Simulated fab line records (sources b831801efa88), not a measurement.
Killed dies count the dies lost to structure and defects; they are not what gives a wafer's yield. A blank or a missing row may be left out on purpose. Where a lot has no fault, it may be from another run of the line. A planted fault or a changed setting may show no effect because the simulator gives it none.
Which tool is to blame? | flow gf180mcu | 35 wafers from 13 lots sampled at 6 of the route's 602 steps

== WHAT THE GAUGES SHOWED, per wafer ==
GF_V2_RS_MEAS_24: a four-point-probe measurement.
lot  | measured     | on            | V2_W_RS (ohm/sq)
L859 | day 20 09:05 | film_metro-04 | 0.313 0.314 0.312
L860 | day 20 14:43 | film_metro-04 | 0.309 0.314 0.310
L862 | day 21 16:47 | film_metro-01 | 0.313 0.318 0.313
L863 | day 22 08:01 | film_metro-02 | 0.314 0.311 0.313
L866 | day 23 01:08 | film_metro-04 | 0.307 0.310 0.313
L867 | day 23 13:28 | film_metro-02 | 0.316 0.314 0.317
L869 | day 24 03:50 | film_metro-02 | 0.331 0.321 0.329
L871 | day 24 18:04 | film_metro-04 | 0.325
L872 | day 24 23:35 | film_metro-04 | 0.319 0.314 0.315
L873 | day 25 06:20 | film_metro-02 | 0.324
L875 | day 25 23:58 | film_metro-04 | 0.323 0.321 0.315
L877 | day 26 13:58 | film_metro-02 | 0.313 0.312 0.316
L882 | day 28 02:00 | film_metro-04 | 0.315 0.313 0.316

GF_V2_THK_MEAS_25: measures by xrf.
lot  | measured     | on            | V2_W_THK (nm)
L859 | day 20 09:12 | film_metro-04 | 373 371 375
L860 | day 20 14:50 | film_metro-04 | 377 372 376
L862 | day 21 16:55 | film_metro-01 | 386 381 391
L863 | day 22 08:08 | film_metro-02 | 378 381 378
L866 | day 23 01:14 | film_metro-04 | 385 383 378
L867 | day 23 13:34 | film_metro-02 | 382 383 381
L869 | day 24 03:56 | film_metro-02 | 353 367 357
L871 | day 24 18:11 | film_metro-04 | 364
L872 | day 24 23:43 | film_metro-04 | 369 374 371
L873 | day 25 06:25 | film_metro-02 | 365
L875 | day 26 00:04 | film_metro-04 | 369 370 379
L877 | day 26 14:05 | film_metro-02 | 380 382 378
L882 | day 28 02:07 | film_metro-04 | 373 373 372

GF_M3_RS_MEAS_05: a four-point-probe measurement.
lot  | measured     | on            | M3_ALCU_RS (ohm/sq)
L859 | day 20 09:47 | film_metro-01 | 0.0701 0.0703 0.0677
L860 | day 20 15:25 | film_metro-03 | 0.0693 0.0699 0.0694
L862 | day 21 17:29 | film_metro-03 | 0.0702 0.0703 0.0692
L863 | day 22 08:53 | film_metro-02 | 0.0691 0.0694 0.0705
L866 | day 23 01:50 | film_metro-03 | 0.0689 0.0696 0.0684
L867 | day 23 14:10 | film_metro-02 | 0.0680 0.0684 0.0694
L869 | day 24 04:32 | film_metro-01 | 0.0691 0.0692 0.0705
L871 | day 24 18:46 | film_metro-02 | 0.0690
L872 | day 25 00:17 | film_metro-01 | 0.0704 0.0707 0.0700
L873 | day 25 07:02 | film_metro-02 | 0.0709
L875 | day 26 00:40 | film_metro-01 | 0.0687 0.0690 0.0697
L877 | day 26 14:40 | film_metro-03 | 0.0693 0.0679 0.0674
L882 | day 28 02:42 | film_metro-01 | 0.0708 0.0688 0.0708

== TOOL THAT RAN EACH LOT (tool first, then ch and the chambers of the sampled wafers, then the start) ==
lot  | GF_M2_SPUTTER_03             | GF_M2_STRIP_17                       | GF_V2_CVD_23
L859 | pvd_sputter-03, day 18 05:34 | plasma_asher-04 ch 0,1, day 19 06:03 | cvd_w-02 ch 0,1, day 20 08:58
L860 | pvd_sputter-01, day 18 11:48 | plasma_asher-01 ch 0,1, day 19 12:16 | cvd_w-02 ch 0,1, day 20 14:36
L862 | pvd_sputter-02, day 19 13:17 | plasma_asher-04 ch 0,1, day 20 14:04 | cvd_w-02 ch 0,1, day 21 16:41
L863 | pvd_sputter-01, day 20 05:20 | plasma_asher-01 ch 0,1, day 21 06:01 | cvd_w-02 ch 0,1, day 22 07:53
L866 | pvd_sputter-01, day 20 22:37 | plasma_asher-01 ch 0,1, day 21 23:09 | cvd_w-01 ch 0,1, day 23 00:59
L867 | pvd_sputter-03, day 21 11:05 | plasma_asher-02 ch 0,1, day 22 11:41 | cvd_w-02 ch 0,1, day 23 13:20
L869 | pvd_sputter-02, day 22 01:55 | plasma_asher-04 ch 0,1, day 23 02:11 | cvd_w-01 ch 0,1, day 24 03:41
L871 | pvd_sputter-01, day 22 16:44 | plasma_asher-02 ch 1, day 23 16:47   | cvd_w-01 ch 0, day 24 17:57
L872 | pvd_sputter-01, day 23 00:11 | plasma_asher-02 ch 0,1, day 23 23:28 | cvd_w-02 ch 0,1, day 24 23:28
L873 | pvd_sputter-02, day 23 07:58 | plasma_asher-01 ch 1, day 24 06:25   | cvd_w-01 ch 0, day 25 06:12
L875 | pvd_sputter-03, day 24 01:44 | plasma_asher-02 ch 0,1, day 25 00:35 | cvd_w-02 ch 0,1, day 25 23:49
L877 | pvd_sputter-03, day 24 16:26 | plasma_asher-01 ch 0,1, day 25 14:32 | cvd_w-02 ch 0,1, day 26 13:51
L882 | pvd_sputter-03, day 26 09:05 | plasma_asher-01 ch 0,1, day 27 04:31 | cvd_w-01 ch 0, day 28 01:46
- GF_M2_SPUTTER_03: material Ti, target thk 10 nm, time 6.7 s.
- GF_M2_STRIP_17: strips in O2/N2.
- GF_V2_CVD_23: deposits W, target thk 350 nm, time 104.94 s.

== WHAT THE TOOLS THEMSELVES READ (means of the sampled wafers that have a number; where no wafer has one, the mark that the record gives instead) ==
GF_M2_SPUTTER_03.
lot  | tool           | throttle_valve_pct (%)
L859 | pvd_sputter-03 | 30.4
L860 | pvd_sputter-01 | 31.2
L862 | pvd_sputter-02 | 30.5
L863 | pvd_sputter-01 | 29.8
L866 | pvd_sputter-01 | 30.8
L867 | pvd_sputter-03 | 30.4
L869 | pvd_sputter-02 | 30.1
L871 | pvd_sputter-01 | 31.6
L872 | pvd_sputter-01 | 30.9
L873 | pvd_sputter-02 | 31.3
L875 | pvd_sputter-03 | 30.7
L877 | pvd_sputter-03 | 30.5
L882 | pvd_sputter-03 | 30.6

GF_M2_STRIP_17.
lot  | tool            | drypump_motor_current_A (A) | heater_power_w (W) | oes_product_au (a.u.) | strip_time_to_endpoint_s (s)
L859 | plasma_asher-04 | 5.4                         | 297                | 0.565                 | 7.99
L860 | plasma_asher-01 | 5.9                         | 354                | 0.558                 | 7.98
L862 | plasma_asher-04 | 5.4                         | 291                | 0.558                 | 7.90
L863 | plasma_asher-01 | 5.9                         | 353                | 0.556                 | 7.92
L866 | plasma_asher-01 | 6.0                         | 319                | 0.560                 | 7.97
L867 | plasma_asher-02 | 5.2                         | 310                | 0.559                 | 7.94
L869 | plasma_asher-04 | 5.4                         | 296                | 0.561                 | 7.99
L871 | plasma_asher-02 | 5.0                         | 294                | 0.553                 | 7.87
L872 | plasma_asher-02 | 5.2                         | 316                | 0.564                 | 7.94
L873 | plasma_asher-01 | 6.2                         | 289                | 0.564                 | 7.94
L875 | plasma_asher-02 | 5.2                         | 312                | 0.564                 | 7.99
L877 | plasma_asher-01 | 5.9                         | 353                | 0.559                 | 7.91
L882 | plasma_asher-01 | 6.1                         | 323                | 0.559                 | 7.93

GF_V2_CVD_23.
lot  | tool     | heater_power_w (W)
L859 | cvd_w-02 | 879
L860 | cvd_w-02 | 878
L862 | cvd_w-02 | 881
L863 | cvd_w-02 | 869
L866 | cvd_w-01 | 825
L867 | cvd_w-02 | 862
L869 | cvd_w-01 | 830
L871 | cvd_w-01 | 812
L872 | cvd_w-02 | 868
L873 | cvd_w-01 | 828
L875 | cvd_w-02 | 872
L877 | cvd_w-02 | 866
L882 | cvd_w-01 | 819

== THE ANSWER, worked out from the rows above alone ==
Rule: usual is defined by the lots themselves. The widest of any qualifying gaps counts: lots, ordered by their means at a reading, are off when they make up no more than a third of the lots, leave a main group of 4 or more, and stand apart from it by 3 or more times the standard deviation of that group's means. If all means in a main group match to the digits the tables above print for the reading, that group is not used. Also off: a lot with no number at a reading for which 4 or more lots have one. All remaining lots with rows at the step are treated as sound. First the gauges in route order, then the tools' own readings, where a lot's mean is used as printed above. At the first step where some lot is off, the reading lying furthest off is the one used; lots without a number count as furthest.
None of the lots is off at any reading shown; this tells nothing.

== WHAT THE SIMULATOR HAD INSERTED ==
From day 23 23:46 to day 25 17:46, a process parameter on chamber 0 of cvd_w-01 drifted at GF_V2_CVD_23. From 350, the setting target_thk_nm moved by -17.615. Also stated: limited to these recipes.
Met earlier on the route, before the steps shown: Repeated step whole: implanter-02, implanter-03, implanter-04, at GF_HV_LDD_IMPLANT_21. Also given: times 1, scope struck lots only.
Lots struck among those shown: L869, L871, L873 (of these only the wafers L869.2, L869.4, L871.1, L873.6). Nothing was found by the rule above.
